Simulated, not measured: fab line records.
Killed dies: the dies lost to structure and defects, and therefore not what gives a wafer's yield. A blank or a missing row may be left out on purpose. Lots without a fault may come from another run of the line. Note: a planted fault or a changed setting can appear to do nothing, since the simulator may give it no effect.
Problem report in the 8D (eight disciplines) form, filled by code    flow sky130    the parts of the form that need people (team, actions taken, sign-off) are left out

1. PROBLEM STATEMENT
At SKY_PAD_OPEN_PROBE_99, killedAtFrontEnd averages 71 over 6 wafers from 2 lots, while fault-free wafers read 15, standard deviation 4.8. That puts it +12 standard deviations away from the usual mean.
Earliest sighting: wafer L491.1 on prober-02 at day 48 22:05. At this step, 36 wafers from 12 lots have a number in the record. Rule for "out", or "out of limits": more than 4 standard deviations from the usual mean. Any other wafer with a number is counted as sound.

2. WHAT THIS IS AND IS NOT
question                     is                            is not
which readings at this step  killedAtFrontEnd, killedDies  killed_at_M0_to_M3, killed_at_M4_up, killedAtContacts, killedAtOther, killedOpen, killedShort
which lots                   L491, L494                    L479, L481, L483, L484, L485, L486, L492, L496, L499, L501
which wafers of those lots   all that have a number        -
read on which tools          prober-01, prober-02          -
when                         from day 48 22:05             up to then (18 sound wafers); but 12 sound wafers of L492, L496, L499, L501 came after

3. THE SUSPECTS, EACH WITH WHAT RULES IT OUT
Counting: any tool at a process step up to the reading is kept as a suspect provided that every lot that is out went through it and no sound lot did after the first of them.
- rieDiel-03 at SKY_FIELD_ISO_ETCH_14 (etches BARC in N2/H2, stops on SiO2, time 45.9 s, target depth 60 nm): kept. It processed each lot that is out, first L491 at day 4 22:08, and no sound lot thereafter; up to then, the last sound lot it processed was L486 at day 3 17:50.
- plasmaAsher-03 at SKY_METAL4_STRIP_19 (strips in O2/N2): ruled out as a lasting fault. After its first lot that is out, L491 (day 45 06:10), sound lots L492, L496 ran on it.
- pecvd-04 at SKY_PASSIVATION_CVD_02 (deposits Si3N4, target thk 540 nm): ruled out as a lasting fault. After its first lot that is out, L491 (day 47 05:05), sound lots L499 ran on it.
Remaining after the count: rieDiel-03 at SKY_FIELD_ISO_ETCH_14.

4. THE CAUSE (what the simulator had put in)
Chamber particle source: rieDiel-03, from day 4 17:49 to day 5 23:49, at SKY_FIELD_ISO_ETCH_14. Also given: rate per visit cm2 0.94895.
After counting, this tool was the only one left.

5. THE EFFECT CHAIN, in route order
Rows list readings where the struck wafers' mean (over those with a number) sits beyond 3 standard deviations from the usual. Scope: only readings with a usual standard deviation given in the record; hours: median across lots of the time from each lot's start at the first step in this table that gives one to its start at this step; sigmas: change in usual standard deviations.
hours  step                   reading           usual  on struck wafers  change  sigmas
0      SKY_PAD_OPEN_PROBE_99  killedAtFrontEnd  15     71                +56     +12
0      SKY_PAD_OPEN_PROBE_99  killedDies        86     140               +54     +5.9
Its process steps:
- SKY_PAD_OPEN_PROBE_99

6. HOW IT WOULD HAVE BEEN CAUGHT EARLIER
1060 hours passed between the start of the fault at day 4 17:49 and the first reading out of limits in this record, taken at day 48 22:05.
Of the tool readings at SKY_FIELD_ISO_ETCH_14 for which the record gives a usual standard deviation, none was out on any struck wafer, so an alarm limit of 4 standard deviations on them would not have fired.
By day 48 22:05 the whole set of lots that are out, 2 in number, had already begun SKY_FIELD_ISO_ETCH_14 on rieDiel-03. A hold on the tool at that time would have spared none of them.
